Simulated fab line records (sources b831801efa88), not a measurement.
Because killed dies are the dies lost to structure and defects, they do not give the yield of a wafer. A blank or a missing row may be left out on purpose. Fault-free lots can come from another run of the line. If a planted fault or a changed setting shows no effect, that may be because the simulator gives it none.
Which tool did it? || flow gf180mcu || 12 lots, 36 wafers sampled, at 1 step of a route of 602

== WHAT THE GAUGES READ, wafer by wafer ==
GF_V3_RS_MEAS_24: a four-point-probe measurement.
{"lot": "L075", "measured": "day 23 02:51", "on": "film metro-03", "V3_W_RS (ohm/sq)": "0.327 0.328 0.321"}
{"lot": "L077", "measured": "day 23 20:50", "on": "film metro-01", "V3_W_RS (ohm/sq)": "0.330 0.328 0.328"}
{"lot": "L079", "measured": "day 24 04:20", "on": "film metro-03", "V3_W_RS (ohm/sq)": "0.325 0.323 0.326"}
{"lot": "L081", "measured": "day 24 23:26", "on": "film metro-02", "V3_W_RS (ohm/sq)": "0.332 0.330 0.324"}
{"lot": "L083", "measured": "day 26 05:05", "on": "film metro-03", "V3_W_RS (ohm/sq)": "0.332 0.336 0.337"}
{"lot": "L085", "measured": "day 26 10:43", "on": "film metro-02", "V3_W_RS (ohm/sq)": "0.332 0.330 0.331"}
{"lot": "L087", "measured": "day 27 04:06", "on": "film metro-03", "V3_W_RS (ohm/sq)": "0.318 0.326 0.319"}
{"lot": "L089", "measured": "day 27 12:13", "on": "film metro-03", "V3_W_RS (ohm/sq)": "0.326 0.320 0.328"}
{"lot": "L091", "measured": "day 28 04:02", "on": "film metro-03", "V3_W_RS (ohm/sq)": "0.322 0.322 0.325"}
{"lot": "L093", "measured": "day 28 21:56", "on": "film metro-01", "V3_W_RS (ohm/sq)": "0.326 0.332 0.324"}
{"lot": "L095", "measured": "day 29 08:27", "on": "film metro-01", "V3_W_RS (ohm/sq)": "0.322 0.327 0.325"}
{"lot": "L097", "measured": "day 29 18:59", "on": "film metro-01", "V3_W_RS (ohm/sq)": "0.323 0.330 0.328"}

== TOOL THAT RAN EACH LOT (tool first, then ch and the chambers of the sampled wafers, then the start) ==
Before these readings, the record contains no process step.

== THE ANSWER, worked out from the rows above alone ==
Rule: the lots themselves supply what counts as usual. Put in order of their means at a reading, lots are off if they are a third of the lots or fewer, leave a main group of 4 or more, and stand apart from it by a gap of 3 or more times the standard deviation of the main group's means; of several such gaps the widest counts. A main group whose means are all the same, to the digits that the tables above print for the reading, isn't used. Also off: a lot with no number at a reading for which 4 or more lots have one. Any other lot the step has rows for is counted as sound.
None of the lots is off at any reading shown; this tells nothing.

== WHAT THE SIMULATOR HAD INSERTED ==
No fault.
